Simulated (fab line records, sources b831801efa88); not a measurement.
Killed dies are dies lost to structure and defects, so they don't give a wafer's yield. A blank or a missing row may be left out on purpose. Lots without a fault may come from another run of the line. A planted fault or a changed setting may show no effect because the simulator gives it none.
fab line records | flow sky130
record lots=6 wafers=18 last_day=50
route steps=708 shown RES_XHIGH@339 SD_N@342 SD_P@359 PAD_OPEN@708
lots that met no fault: from a run of the same line without faults
start_h: hours from the record's first day to the start of the lot's first wafer shown | wait_h: hours since the lot's step before | " the same as in the row above | L1.1+2: a row that stands for several wafers | - no value, or no start given | * or withheld: withheld | < > ~ a bound
route shown NAME@n: a module of which the file shows steps, and the number in the route of the first | usual: mean/standard deviation of fault-free wafers | same: alike in all rows | chamber/n: place in a boat | sites: the reading at each site | _std_site: their standard deviation | _edge_site: outer sites' mean less inner sites' | radius_mm: how far each site lies from the wafer's centre | mask NAME#n: copy n | behind: the tool/chamber that last shaped the wafer | hold: why the lot was held/for how many hours/how that ended | device: the transistor (n, p or np) that didn't switch | end of line: the same wafers' tests at the end of the route | a step without rows: its recipe alone | killed: dies lost to structure and defects at the first sort, not the wafer's yield | map: a wafer's dies, x killed, . not, _ none there
set.NAME: the setting as run; set.NAME@STEP: as run at that earlier step | model.NAME: the simulator's own value behind a step, which no gauge read
lots at some steps of the route; a table a step, a row a wafer
services: from which hour (start_h, from the record's first day; less than 0 if before it) a tool's chamber was out of use, for how many hours, and why
## steps
# step SKY_RES_XHIGH_IMPLANT_07
# recipe species=BF2 energy_kev=20 dose_cm2=3.633e+14 tilt_deg=0
# step SKY_RES_XHIGH_STRIP_08
# recipe chemistry=O2/N2 power_w=1400 pressure_mtorr=1500 platen_temp_c=withheld o2_flow_sccm=3000 n2_flow_sccm=300 overash_fraction=0.5
# usual drypump_motor_current_A=5.7/0.53 oes_product_au=0.710/0.0041 strip_time_to_endpoint_s=14.27/0.036
# columns lot.wafer tool chamber start_h wait_h drypump_motor_current_A oes_product_au rf_hours_counter_h strip_time_to_endpoint_s
L157.2 plasma_asher-04 0 660.13 0.1 6.6 0.707 51 14.24
L157.4 " 0 " " 6.6 0.710 - 14.22
L157.5 " 0 " " 6.7 0.714 - 14.23
L162.3 plasma_asher-03 0 698.04 0.1 5.5 0.709 - 14.23
L162.4 " 1 " " 5.4 0.711 - 14.22
L162.5 " 1 " " 5.4 0.712 - 14.19
L165.1 plasma_asher-03 1 719.11 0.1 5.3 0.708 103 14.23
L165.4 " 0 " " 5.5 0.710 - 14.25
L165.5 " 0 " " 5.5 0.708 - 14.23
L164.3 plasma_asher-02 0 722.27 0.1 5.0 0.715 - 14.25
L164.5 " 0 " " 4.9 0.703 - 14.35
L164.6 " 1 " " 6.1 0.710 - 14.23
L172.1 plasma_asher-03 1 770.84 0.1 5.4 0.714 4 14.26
L172.2 " 0 " " 5.5 0.713 4 14.29
L172.4 " 0 " " 5.5 0.715 - 14.25
L173.3 plasma_asher-03 1 775.14 0.1 5.3 0.711 - 14.25
L173.4 " 0 " " 5.5 0.716 - 14.22
L173.6 " 1 " " 5.3 0.711 - 14.23
# step SKY_RES_XHIGH_TW_MEAS_09
# usual RES_XHIGH_TW=1638/14
# columns lot.wafer tool chamber start_h wait_h RES_XHIGH_TW
L157.2 film_metro-02 - 660.24 0.1 1630
L157.4 " - " " 1630
L157.5 " - " " 1625
L162.3 film_metro-01 - 698.13 0.1 1649
L162.4 " - " " 1648
L162.5 " - " " 1652
L165.1 film_metro-01 - 719.21 0.1 1651
L165.4 " - " " 1663
L165.5 " - " " 1650
L164.3 film_metro-01 - 722.36 0.1 1649
L164.5 " - " " 1645
L164.6 " - " " 1650
L172.1 film_metro-02 - 770.94 0.1 1614
L172.2 " - " " 1612
L172.4 " - " " 1618
L173.3 film_metro-04 - 775.23 0.1 1639
L173.4 " - " " 1650
L173.6 " - " " 1646
# step SKY_SD_N_DEHYDRATE_00
# recipe temp_c=200 time_s=60
# step SKY_SD_N_HMDS_01
# recipe prime_time_s=60 prime_temp_c=120
# step SKY_SD_N_COAT_02
# recipe resist=NOVOLAK spin_rpm=3000 resist_thk_nm=1140
# step SKY_SD_N_SOFTBAKE_03
# recipe temp_c=90 time_s=60 resist=NOVOLAK
# step SKY_SD_N_EXPOSE_04
# recipe mask_id=NSDM na=0.6 source_shape=conventional sigma_outer=0.6 polarization=unpolarized target_cd_nm=380 dose_mj=139.8
# step SKY_SD_N_PEB_05
# recipe temp_c=withheld time_s=* resist=NOVOLAK
# step SKY_SD_N_DEVELOP_06
# recipe resist=NOVOLAK developer=TMAH develop_time_s=60 dev_temp_c=23
# step SKY_SD_N_CD_MEAS_07
# recipe target_cd_nm=380
# usual cd_nm=379.7/2.5
# columns lot.wafer tool chamber start_h wait_h cd_nm
L157.2 cd_sem-01 - 688.81 0.1 379.5
L157.4 " - " " 378.5
L157.5 " - " " 379.8
L162.3 cd_sem-02 - 725.71 0.1 375.5
L162.4 " - " " 375.4
L162.5 " - " " 373.6
L165.1 cd_sem-01 - 747.42 0.1 380.5
L165.4 " - " " 381.4
L165.5 " - " " 381.3
L164.3 cd_sem-01 - 749.13 0.1 378.9
L164.5 " - " " 379.2
L164.6 " - " " 378.9
L172.1 cd_sem-01 - 796.72 0.1 378.9
L172.2 " - " " 376.4
L172.4 " - " " 378.7
L173.3 cd_sem-01 - 801.61 0.1 376.9
L173.4 " - " " 376.5
L173.6 " - " " 374.6
# step SKY_SD_N_OVL_MEAS_08
# usual SD_N_OVL=0.5/1.5
# columns lot.wafer tool chamber start_h wait_h SD_N_OVL[nm]
L157.2 overlay-01 - 688.91 0.1 0.8
L157.4 " - " " 3.1
L157.5 " - " " 1.4
L162.3 overlay-02 - 725.81 0.1 3.6
L162.4 " - " " 3.2
L162.5 " - " " 0.5
L165.1 overlay-02 - 747.54 0.1 -2.7
L165.4 " - " " -2.7
L165.5 " - " " -3.4
L164.3 overlay-01 - 749.22 0.1 1.5
L164.5 " - " " 0.0
L164.6 " - " " 3.3
L172.1 overlay-01 - 796.84 0.1 0.8
L172.2 " - " " -1.2
L172.4 " - " " 1.2
L173.3 overlay-01 - 801.71 0.1 1.5
L173.4 " - " " 1.6
L173.6 " - " " 1.6
# step SKY_SD_N_IMPLANT_09
# recipe species=As energy_kev=50 dose_cm2=4e+15 tilt_deg=0
# usual beam_energy_keV=50.003/0.017
# same implant_ion_amu=75
# columns lot.wafer tool chamber start_h wait_h beam_energy_keV model.implant.rp_nm model.implant.drp_nm
L157.2 implanter-03 0 688.97 0.0 49.991 31.54 14.11
L157.4 " 0 " " 49.998 31.54 14.11
L157.5 " 0 " " 49.966 31.54 14.11
L162.3 implanter-02 0 725.88 0.1 50.033 32.07 14.11
L162.4 " 0 " " 50.021 32.07 14.11
L162.5 " 0 " " 50.011 32.07 14.11
L165.1 implanter-02 0 747.58 0.0 44.181 28.94 12.87
L165.4 " 0 " " 44.187 28.94 12.87
L165.5 " 0 " " 44.141 28.94 12.87
L164.3 implanter-02 0 749.29 0.1 44.171 28.82 12.87
L164.5 " 0 " " 44.182 28.82 12.87
L164.6 " 0 " " 44.181 28.82 12.87
L172.1 implanter-03 0 796.88 0.0 49.998 31.75 14.11
L172.2 " 0 " " 49.988 31.75 14.11
L172.4 " 0 " " 50.006 31.75 14.11
L173.3 implanter-01 0 801.78 0.1 50.043 31.77 14.11
L173.4 " 0 " " 50.035 31.77 14.11
L173.6 " 0 " " 50.041 31.77 14.11
# step SKY_SD_N_IMPLANT_10
# recipe species=P energy_kev=20 dose_cm2=1e+14 tilt_deg=0
# step SKY_SD_N_STRIP_11
# recipe chemistry=O2/N2 power_w=1400 pressure_mtorr=1500 platen_temp_c=withheld o2_flow_sccm=3000 n2_flow_sccm=300 overash_fraction=0.5
# usual drypump_motor_current_A=5.3/0.35 oes_product_au=0.528/0.0042 strip_time_to_endpoint_s=22.54/0.045
# columns lot.wafer tool chamber start_h wait_h drypump_motor_current_A oes_product_au rf_hours_counter_h strip_time_to_endpoint_s
L157.2 plasma_asher-02 0 689.24 0.1 5.0 0.526 27 22.60
L157.4 " 0 " " 5.0 0.532 - 22.61
L157.5 " 1 " " 6.1 0.518 - 22.64
L162.3 plasma_asher-03 0 726.16 0.1 5.5 0.528 - 22.51
L162.4 " 1 " " 5.3 0.526 - 22.50
L162.5 " 0 " " 5.5 0.531 - 22.56
L165.1 plasma_asher-01 1 747.88 0.1 4.9 0.534 91 21.67
L165.4 " 0 " " 5.3 0.537 - 21.65
L165.5 " 0 " " 5.2 0.540 - 21.64
L164.3 plasma_asher-01 1 749.58 0.1 4.9 0.546 - 21.64
L164.5 " 0 " " 5.2 0.544 - 21.62
L164.6 " 1 " " 4.9 0.547 - 21.67
L172.1 plasma_asher-01 1 797.18 0.1 4.8 0.526 97 22.55
L172.2 " 0 " " 5.3 0.526 97 22.55
L172.4 " 0 " " 5.3 0.528 - 22.57
L173.3 plasma_asher-02 1 802.06 0.1 6.1 0.523 - 22.52
L173.4 " 0 " " 5.0 0.533 - 22.52
L173.6 " 1 " " 6.1 0.531 - 22.57
# step SKY_SD_N_TW_MEAS_12
# usual SD_N_TW=3963/33
# columns lot.wafer tool chamber start_h wait_h hold SD_N_TW
L157.2 film_metro-02 - 689.35 0.1 - 3894
L157.4 " - " " - 3914
L157.5 " - " " - 3917
L162.3 film_metro-04 - 726.25 0.1 - 3969
L162.4 " - " " - 3968
L162.5 " - " " - 3992
L165.1 film_metro-04 - 747.98 0.1 - 3863
L165.4 " - " " - 3867
L165.5 " - " " - 3871
L164.3 film_metro-02 - 749.66 0.1 await_dispo/0.2h/release 3784
L164.5 " - " " await_dispo/0.2h/release 3809
L164.6 " - " " await_dispo/0.2h/release 3782
L164.3 film_metro-02 - 750.01 0.3 - 3792
L164.5 " - " " - 3799
L164.6 " - " " - 3779
L172.1 film_metro-04 - 797.28 0.1 - 3984
L172.2 " - " " - 3995
L172.4 " - " " - 3975
L173.3 film_metro-02 - 802.15 0.1 - 3942
L173.4 " - " " - 3959
L173.6 " - " " - 3944
# step SKY_SD_N_RTA_14
# recipe temp_c=1075 time_s=2 idle_temp_c=650 ramp_up_c_per_s=150 ramp_down_c_per_s=90 ambient=N2
# usual anneal_temp_c_max=1082.4/1.9 lamp_power_pct=15.74/0.053 wafer_temp_C_max=1077.9/1.3
# columns lot.wafer tool chamber start_h wait_h anneal_temp_c_max lamp_power_pct wafer_temp_C_max
L157.2 rtp_anneal-02 0 689.47 0.0 1085.2 15.64 1078.2
L157.4 " 0 " " 1086.6 15.80 1078.3
L157.5 " 0 " " 1084.0 15.63 1076.9
L162.3 rtp_anneal-01 0 726.36 0.0 1081.0 15.69 1076.8
L162.4 " 0 " " 1080.0 15.77 1077.8
L162.5 " 0 " " 1080.8 15.68 1079.8
L165.1 rtp_anneal-01 0 748.09 0.0 1081.8 15.77 1079.2
L165.4 " 0 " " 1080.1 15.78 1077.5
L165.5 " 0 " " 1079.0 15.79 1078.7
L164.3 rtp_anneal-02 0 751.20 0.0 1083.0 15.66 1078.5
L164.5 " 0 " " 1082.9 15.70 1076.1
L164.6 " 0 " " 1083.7 15.81 1078.1
L172.1 rtp_anneal-01 0 797.39 0.0 1079.5 15.75 1076.6
L172.2 " 0 " " 1082.3 15.74 1079.3
L172.4 " 0 " " 1081.5 15.71 1079.6
L173.3 rtp_anneal-02 0 802.26 0.0 1084.7 15.79 1078.3
L173.4 " 0 " " 1083.8 15.82 1077.2
L173.6 " 0 " " 1082.9 15.77 1077.9
# step SKY_SD_N_RS_MEAS_16
# recipe thk_meas_gauge=four-point-probe
# usual SD_N_RS=68.60/0.11
# columns lot.wafer tool chamber start_h wait_h hold SD_N_RS[ohm/sq]
L157.2 film_metro-01 - 689.66 0.1 - 68.75
L157.4 " - " " - 68.70
L157.5 " - " " - 68.49
L162.3 film_metro-02 - 726.55 0.1 - 68.61
L162.4 " - " " - 68.61
L162.5 " - " " - 68.46
L165.1 film_metro-02 - 748.26 0.1 await_dispo/0.2h/release 73.23
L165.4 " - " " await_dispo/0.2h/release 72.90
L165.5 " - " " await_dispo/0.2h/release 73.20
L165.1 film_metro-02 - 748.62 0.3 - 73.14
L165.4 " - " " - 72.93
L165.5 " - " " - 73.12
L164.3 film_metro-04 - 751.39 0.1 await_dispo/0.2h/release 73.11
L164.5 " - " " await_dispo/0.2h/release 72.99
L164.6 " - " " await_dispo/0.2h/release 72.93
L164.3 film_metro-04 - 751.68 0.3 - 73.09
L164.5 " - " " - 73.12
L164.6 " - " " - 73.07
L172.1 film_metro-02 - 797.56 0.1 - 68.48
L172.2 " - " " - 68.56
L172.4 " - " " - 68.74
L173.3 film_metro-04 - 802.46 0.1 - 68.56
L173.4 " - " " - 68.48
L173.6 " - " " - 68.54
# step SKY_SD_N_RS_MEAS_17
# recipe thk_meas_gauge=four-point-probe
# usual SD_P_RS=147.2/0.36
# columns lot.wafer tool chamber start_h wait_h hold SD_P_RS[ohm/sq]
L157.2 film_metro-01 - 689.78 0.1 - 147.6
L157.4 " - " " - 147.8
L157.5 " - " " - 147.2
L162.3 film_metro-02 - 726.67 0.1 - 147.3
L162.4 " - " " - 147.2
L162.5 " - " " - 147.2
L165.1 film_metro-02 - 750.76 2.1 await_dispo/2.0h/release 147.5
L165.4 " - " " await_dispo/2.0h/release 147.1
L165.5 " - " " await_dispo/2.0h/release 147.4
L164.3 film_metro-04 - 753.99 2.3 await_dispo/2.2h/release 147.5
L164.5 " - " " await_dispo/2.2h/release 147.7
L164.6 " - " " await_dispo/2.2h/release 147.1
L172.1 film_metro-02 - 797.68 0.1 - 147.1
L172.2 " - " " - 147.1
L172.4 " - " " - 147.0
L173.3 film_metro-04 - 802.58 0.1 - 147.8
L173.4 " - " " - 147.4
L173.6 " - " " - 147.0
# step SKY_PAD_OPEN_PROBE_99
# usual killed_at_M0_to_M3=42/5.8 killed_at_M4_up=3.0/2 killed_at_contacts=24/5.5 killed_at_front_end=15/3.9 killed_at_other=0.3/0.54 killed_dies=85/8.8 killed_open=47/6.8 killed_short=38/5.9
# same gross_dies=492 killed_at_back_side=0
# columns lot.wafer tool chamber start_h wait_h killed_at_M0_to_M3 killed_at_M4_up killed_at_contacts killed_at_front_end killed_at_other killed_dies killed_open killed_short model.etest.res_ndiff.line_ohm_um model.etest.res_ndiff.rs_ohm_sq model.etest.res_ndiff_hv.rs_ohm_sq
L157.2 prober-01 - 1113.64 0.1 43 5 20 22 0 90 52 38 771.5 121.4 115.3
L157.4 prober-01 - 1113.74 0.2 46 2 19 9 0 76 48 28 770.5 120.9 114.2
L157.5 prober-01 - 1113.79 0.2 30 8 35 14 0 87 46 41 772.5 119.8 113.9
L162.3 prober-02 - 1139.59 0.2 48 1 30 11 0 90 59 31 771.9 120.6 114.5
L162.4 prober-02 - 1139.64 0.2 39 2 29 17 0 87 47 40 765.2 119.8 114.3
L162.5 prober-02 - 1139.69 0.2 42 2 26 16 0 86 46 40 745.1 119.7 114.7
L165.1 prober-02 - 1154.28 0.1 56 5 32 12 0 105 52 53 799.5 126.7 121.1
L165.4 prober-02 - 1154.43 0.2 31 6 19 12 0 68 36 32 808.1 126.2 120.5
L165.5 prober-02 - 1154.48 0.2 53 5 28 13 0 99 53 46 792.3 125.8 119.8
L164.3 prober-01 - 1155.27 0.2 43 4 21 12 0 80 51 29 803.1 126.7 119.5
L164.5 prober-01 - 1155.37 0.2 43 2 18 14 0 77 49 28 805.2 126.9 119.8
L164.6 prober-01 - 1155.42 0.2 50 2 29 12 0 93 54 39 799.6 127.3 119.9
L172.1 prober-02 - 1191.46 0.1 43 4 24 13 1 85 43 42 771.3 119.6 114.4
L172.2 prober-02 - 1191.51 0.1 46 3 23 20 0 92 48 44 777.5 120.6 113.9
L172.4 prober-02 - 1191.61 0.2 39 3 19 17 1 79 49 30 761.5 120.9 114.5
L173.3 prober-01 - 1193.06 0.2 51 1 28 16 0 96 52 44 771.9 119.4 112.7
L173.4 prober-01 - 1193.11 0.2 47 3 25 12 0 87 47 40 749.2 121.3 113.8
L173.6 prober-01 - 1193.21 0.2 49 2 23 16 1 91 50 41 764.2 119 113.9
# killed by level:class
L157.2 VIA1:geometric_particle:open=13 CONTACT:geometric_particle:open=10 FIELD_ISO:geometric_particle:short=7 VIA2:geometric_particle:open=6 METAL2:geometric_particle:short=6 VIA1:geometric_particle:short=5 METAL4:geometric_particle:short=4 FIELD_ISO:geometric_particle:open=3
L157.4 VIA1:geometric_particle:open=13 CONTACT:geometric_particle:open=11 VIA3:geometric_particle:open=7 VIA2:geometric_particle:open=6 METAL3:geometric_particle:short=5 LI_CONTACT:geometric_particle:open=4 METAL1:geometric_particle:short=4 METAL2:geometric_particle:short=3
L157.5 CONTACT:geometric_particle:open=17 LI_CONTACT:geometric_particle:open=7 METAL1:geometric_particle:short=6 VIA1:geometric_particle:open=6 METAL4:geometric_particle:short=6 CONTACT:geometric_particle:short=5 POLY_GATE:geometric_particle:short=4 SPACER:geometric_particle:short=4
L162.3 CONTACT:geometric_particle:open=13 VIA1:geometric_particle:open=12 LI_CONTACT:geometric_particle:open=9 METAL2:geometric_particle:short=9 VIA3:geometric_particle:open=7 POLY_GATE:geometric_particle:open=5 VIA2:geometric_particle:open=5 METAL1:geometric_particle:short=4
L162.4 LI_CONTACT:geometric_particle:open=10 CONTACT:geometric_particle:open=10 POLY_GATE:geometric_particle:short=7 VIA1:geometric_particle:open=6 METAL1:geometric_particle:short=6 VIA2:geometric_particle:open=6 VIA3:geometric_particle:open=5 VIA2:geometric_particle:short=5
L162.5 CONTACT:geometric_particle:open=14 VIA3:geometric_particle:open=7 POLY_GATE:geometric_particle:short=5 METAL1:geometric_particle:short=5 VIA1:geometric_particle:open=5 METAL2:geometric_particle:short=5 FIELD_ISO:geometric_particle:short=4 METAL2:geometric_particle:open=4
L165.1 CONTACT:geometric_particle:open=13 VIA2:geometric_particle:open=11 LI_CONTACT:geometric_particle:open=9 VIA1:geometric_particle:open=9 METAL2:geometric_particle:short=9 METAL1:geometric_particle:short=6 FIELD_ISO:geometric_particle:open=5 LI_CONTACT:geometric_particle:short=5
L165.4 CONTACT:geometric_particle:open=9 METAL1:geometric_particle:short=6 VIA1:geometric_particle:open=6 VIA2:geometric_particle:open=6 VIA3:geometric_particle:open=6 METAL4:geometric_particle:short=6 POLY_GATE:geometric_particle:short=5 LI_CONTACT:geometric_particle:short=4
L165.5 CONTACT:geometric_particle:open=15 METAL2:geometric_particle:short=10 VIA2:geometric_particle:open=9 VIA3:geometric_particle:open=8 METAL1:geometric_particle:short=7 VIA1:geometric_particle:open=7 METAL3:geometric_particle:short=5 CONTACT:geometric_particle:short=4
L164.3 VIA1:geometric_particle:open=11 CONTACT:geometric_particle:open=9 VIA2:geometric_particle:open=8 VIA3:geometric_particle:open=6 FIELD_ISO:geometric_particle:open=5 LI_CONTACT:geometric_particle:open=5 CONTACT:geometric_particle:short=4 VIA1:geometric_particle:short=4
L164.5 VIA1:geometric_particle:open=12 CONTACT:geometric_particle:open=10 VIA2:geometric_particle:open=8 VIA3:geometric_particle:open=7 FIELD_ISO:geometric_particle:short=5 METAL2:geometric_particle:short=4 SPACER:geometric_particle:open=3 VIA1:geometric_particle:short=3
L164.6 VIA3:geometric_particle:open=11 VIA2:geometric_particle:open=10 CONTACT:geometric_particle:open=10 LI_CONTACT:geometric_particle:open=9 VIA1:geometric_particle:open=9 METAL1:geometric_particle:short=8 CONTACT:geometric_particle:short=5 METAL2:geometric_particle:short=4
L172.1 VIA2:geometric_particle:open=9 LI_CONTACT:geometric_particle:open=8 VIA1:geometric_particle:open=8 VIA3:geometric_particle:open=7 LOCAL_INTERCONNECT:geometric_particle:short=6 METAL1:geometric_particle:short=6 FIELD_ISO:geometric_particle:short=5 FIELD_ISO:geometric_particle:open=5
L172.2 CONTACT:geometric_particle:open=9 VIA1:geometric_particle:open=8 METAL1:geometric_particle:short=7 VIA2:geometric_particle:open=7 CONTACT:geometric_particle:short=6 VIA3:geometric_particle:open=6 VIA1:geometric_particle:short=5 FIELD_ISO:geometric_particle:open=4
L172.4 CONTACT:geometric_particle:open=8 VIA2:geometric_particle:open=8 VIA1:geometric_particle:open=8 VIA3:geometric_particle:open=8 VIA2:geometric_particle:short=6 FIELD_ISO:geometric_particle:open=5 FIELD_ISO:geometric_particle:short=4 POLY_GATE:geometric_particle:open=4
L173.3 CONTACT:geometric_particle:open=10 LI_CONTACT:geometric_particle:open=8 VIA1:geometric_particle:open=8 VIA2:geometric_particle:open=7 METAL1:geometric_particle:short=7 VIA1:geometric_particle:short=7 VIA3:geometric_particle:open=7 METAL2:geometric_particle:short=5
L173.4 CONTACT:geometric_particle:open=10 VIA3:geometric_particle:open=9 VIA1:geometric_particle:short=6 CONTACT:geometric_particle:short=6 VIA1:geometric_particle:open=6 METAL1:geometric_particle:short=5 METAL2:geometric_particle:short=5 VIA3:geometric_particle:short=5
L173.6 VIA2:geometric_particle:open=8 LI_CONTACT:geometric_particle:open=7 CONTACT:geometric_particle:open=7 METAL1:geometric_particle:short=6 VIA1:geometric_particle:short=6 VIA3:geometric_particle:open=6 VIA1:geometric_particle:open=5 VIA2:geometric_particle:short=5
## services
# columns tool chamber start_h hours kind
implanter-03 - 640.74 4.1 repair
plasma_asher-01 - 652.99 6.3 repair
implanter-02 - 671.42 2.8 pm
rtp_anneal-02 - 678.38 1.2 pm
implanter-03 - 680.99 2.3 repair
implanter-02 - 682.07 0.9 repair
implanter-01 - 688.91 2.3 repair
implanter-03 - 698.40 4.2 repair
plasma_asher-02 - 711.60 2.8 pm
plasma_asher-04 - 718.68 1.3 repair
implanter-02 - 731.73 9.5 repair
plasma_asher-03 - 733.75 9.0 pm
plasma_asher-03 0 733.75 9.0 vent_cycle
plasma_asher-03 1 733.75 9.0 vent_cycle
plasma_asher-02 - 738.30 37.4 repair
plasma_asher-03 0 742.75 - clean
plasma_asher-03 1 742.75 - clean
plasma_asher-04 - 754.40 3.5 repair
plasma_asher-04 - 772.64 0.4 repair
rtp_anneal-02 - 774.91 8.2 pm
implanter-01 - 788.07 1.3 repair
## key
first_sign step=SKY_SD_N_IMPLANT_09 reading=beam_energy_keV direction=down sigmas=99+ usual=* struck=*
effect step=SKY_SD_N_STRIP_11 reading=strip_time_to_endpoint_s direction=down sigmas=20 usual=* struck=*
effect step=SKY_SD_N_TW_MEAS_12 reading=visit direction=added
effect step=SKY_SD_N_RS_MEAS_16 reading=visit direction=added
effect step=SKY_SD_N_RS_MEAS_16 reading=SD_N_RS direction=up sigmas=39 usual=68.60 struck=73.06
model_effect step=SKY_SD_N_IMPLANT_09 value=implant.rp_nm without=31.94 struck=28.88
model_effect step=SKY_PAD_OPEN_PROBE_99 value=etest.res_ndiff.line_ohm_um without=760.6 struck=801.3
met_at SKY_SD_N_IMPLANT_09
struck_wafers L164.3,L164.5,L164.6,L165.1,L165.4,L165.5
tester_left_out L164,L165
onset_between 725.88 747.58
fault kind=process_parameter_drift tool=implanter-02 chamber=- onset_h=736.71 steps=SKY_SD_N_IMPLANT_09 channel=energy_kev offset=* shape=step end_h=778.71 acts_in=* stated=*
# tester_left_out: of these lots the tester's yield and bins aren't shown, on N5 and GAA mostly nor the transistor test; their killed dies are dies lost to structure and defects alone, not to doping, threshold or leakage, so they don't give the yield
